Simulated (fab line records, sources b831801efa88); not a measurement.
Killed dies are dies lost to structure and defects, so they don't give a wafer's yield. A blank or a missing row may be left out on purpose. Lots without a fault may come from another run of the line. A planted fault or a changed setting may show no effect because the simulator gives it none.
Chamber matching | flow sfq_line | SFQ_TRILAYER_I7_CMP_CMP_184 on cmp-01: 4 sister chambers
The step polishes SiO2. 8 wafers are shown with their chamber, then 7 later ones without.

WAFERS WITH THEIR CHAMBER
wafer  | chamber | motor_current_A (A) | time_to_endpoint_s (s)
L288.2 | 1       | 9.7                 | 214
L290.1 | 1       | 9.6                 | 223
L290.5 | 2       | 11.2                | 227
L304.2 | 0       | 11.7                | 227
L304.4 | 3       | 11.3                | 246
L304.3 | 2       | 11.4                | 213
L305.4 | 0       | 11.7                | 229
L305.2 | 3       | 11.5                | 234

WAFERS WITHOUT THEIR CHAMBER
wafer  | motor_current_A (A) | time_to_endpoint_s (s)
L305.6 | 11.6                | 229
L307.2 | 11.0                | 222
L307.5 | 11.6                | 224
L307.6 | 11.1                | 251
L309.2 | 11.7                | 237
L309.3 | 12.7                | 214
L309.5 | 11.6                | 234

WHICH CHAMBER EACH WENT THROUGH
wafer  | from the rows above          | in truth
L305.6 | can't be placed: 0 or 3      | 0
L307.2 | can't be placed: 2 or 3      | 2
L307.5 | can't be placed: 0 or 2 or 3 | 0
L307.6 | can't be placed: 3 or 2      | 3
L309.2 | can't be placed: 0 or 3      | 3
L309.3 | 0                            | 0
L309.5 | can't be placed: 0 or 3      | 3
Placed correctly: 1 of 7. Can't be placed from these rows: 6 (the true chamber is among the candidates in 6). Placed wrongly: 0.
How it was worked out, from the rows above alone: a wafer's distance from a chamber is the root of the sum, over the readings, of the square of ((its reading less the chamber's mean) divided by the reading's scatter). The wafer belongs to the nearest chamber; if the next one is less than 2 further off, it can't be placed. A chamber's mean is the mean of its shown wafers. The scatter: the root of (the sum of the squares of (reading less its chamber's mean) over the shown wafers, divided by (wafers less chambers)).
